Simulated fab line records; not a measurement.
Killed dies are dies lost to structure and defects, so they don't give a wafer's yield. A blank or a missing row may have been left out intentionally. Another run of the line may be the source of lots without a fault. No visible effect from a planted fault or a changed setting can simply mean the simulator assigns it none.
The same fault as seen by 2 desks / flow gf180mcu / each desk holds nothing but its own numbers, with what lay behind them at the end

== THE TOOL OWNER'S DESK: krfScanner-02 ==
The tool's own readings at GF_POLY_GATE_EXPOSE_07 (exposes mask Poly2, target cd 280 nm): means of the sampled wafers that have a number, for each lot that ran on this tool. A lot is out of limits, marked OUT, if its mean lies more than 4 standard deviations from the usual mean; the brackets give that distance.
Columns: A = reticleTempC at GF_POLY_GATE_EXPOSE_07, usual 23.00 C
lot=L739; first seen here=day 9 10:35; A=22.89
lot=L741; first seen here=day 10 00:56; A=22.90
lot=L747; first seen here=day 11 20:42; A=23.00
lot=L750; first seen here=day 12 17:07; A=23.07
lot=L751; first seen here=day 13 01:18; A=23.03
This desk found nothing out of limits on any of the 5 lots.

== METROLOGY DESK ==
What the gauges read for every lot (on any tool): the sampled wafers with a number, averaged. A lot is out of limits, marked OUT, if its mean lies more than 4 standard deviations from the usual mean; the brackets give that distance.
Columns: A = DUAL_GATE_OVL at GF_DUAL_GATE_OVL_MEAS_11, usual -1.2 nm; B = POLY_GATE_CVD_00_THK at GF_POLY_GATE_THK_MEAS_01, usual 200.3 nm; C = cdNm at GF_POLY_GATE_CD_MEAS_10, usual 280.5 nm; D = POLY_GATE_OVL at GF_POLY_GATE_OVL_MEAS_11, usual 3 nm
lot=L739; first seen here=day 8 22:11; A=-1.4; B=201.1; C=279.1; D=-5
lot=L741; first seen here=day 9 12:25; A=-3.0; B=200.1; C=280.7; D=0
lot=L747; first seen here=day 11 06:10; A=-0.7; B=201.3; C=280.5; D=92 (+19) OUT
lot=L750; first seen here=day 12 02:04; A=-1.3; B=199.7; C=281.6; D=98 (+20) OUT
lot=L751; first seen here=day 12 10:19; A=-1.4; B=201.4; C=281.3; D=91 (+18) OUT
lot=L752; first seen here=day 12 14:46; A=-1.4; B=200.8; C=280.1; D=-3
lot=L756; first seen here=day 13 17:22; A=1.4; B=201.4; C=279.8; D=9
This desk reports L747, L750, L751 out of limits; the earliest was L747 at day 12 06:46 (POLY_GATE_OVL at GF_POLY_GATE_OVL_MEAS_11). L739, L741, L752, L756: within limits.

== TAKEN TOGETHER ==
Metrology desk: alarm possible at day 12 06:46 on L747, L750, L751.
Nothing out of limits was seen by the tool owner's desk.
Tool owner's desk: L747, L750, L751 on record, inside its limits.
GF_POLY_GATE_EXPOSE_07 was run on krfScanner-02 by each of the lots named.

== WHAT THE SIMULATOR HAD INSERTED ==
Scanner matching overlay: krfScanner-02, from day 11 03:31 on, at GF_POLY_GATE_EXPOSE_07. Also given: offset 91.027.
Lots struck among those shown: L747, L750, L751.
Hours from the fault's start to each desk's first reading out of limits: the metrology desk, 27.
